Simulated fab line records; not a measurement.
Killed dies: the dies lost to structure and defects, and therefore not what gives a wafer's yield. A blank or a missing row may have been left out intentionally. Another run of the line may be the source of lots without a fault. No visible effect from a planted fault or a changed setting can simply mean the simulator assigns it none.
Which tool is to blame? | flow gf180mcu | 6 lots with 18 wafers sampled at 2 steps, on a route of 602 steps

WHAT THE GAUGES SHOWED, per wafer
GF_VT_IMPLANT_OVL_MEAS_07.
lot  | measured     | on         | VT_IMPLANT_OVL (nm)
L415 | day 5 19:22  | overlay-01 | 1.7 -0.1 0.1
L418 | day 6 14:56  | overlay-01 | -1.0 -1.1 -0.6
L420 | day 7 01:16  | overlay-01 | 0.6 1.8 -0.7
L429 | day 9 12:51  | overlay-01 | -1.9 -1.5 -1.8
L432 | day 10 08:23 | overlay-01 | -0.5 1.2 1.0
L436 | day 11 07:13 | overlay-01 | -1.5 -0.7 -0.6

WHICH TOOL RAN EACH LOT (tool, then ch and the chambers of the sampled wafers, then the start)
lot  | GF_MVPSD_EXPOSE_04
L415 | iline stepper-02 ch 0, day 4 22:36
L418 | iline stepper-02 ch 0, day 5 16:29
L420 | iline stepper-01 ch 0, day 6 03:00
L429 | iline stepper-01 ch 0, day 8 11:36
L432 | iline stepper-02 ch 0, day 9 05:44
L436 | iline stepper-01 ch 0, day 10 03:51
- GF_MVPSD_EXPOSE_04: exposes mask MVPSD, target cd 1000 nm.

THE ANSWER, worked out from the rows above alone
Rule: what is usual is taken from the lots themselves. Put in order of their means at a reading, lots are off if they are a third of the lots or fewer, leave a main group of 4 or more, and stand apart from it by a gap of 3 or more times the standard deviation of the main group's means; of several such gaps the widest counts. The tables above print the reading to a certain number of digits; a main group whose means all agree to those digits is not used. Also off: a lot with no number at a reading for which 4 or more lots have one. Any other lot the step has rows for is counted as sound.
Nothing can be told from this: no lot is off at any reading shown.

WHAT HAD BEEN PUT IN BY THE SIMULATOR
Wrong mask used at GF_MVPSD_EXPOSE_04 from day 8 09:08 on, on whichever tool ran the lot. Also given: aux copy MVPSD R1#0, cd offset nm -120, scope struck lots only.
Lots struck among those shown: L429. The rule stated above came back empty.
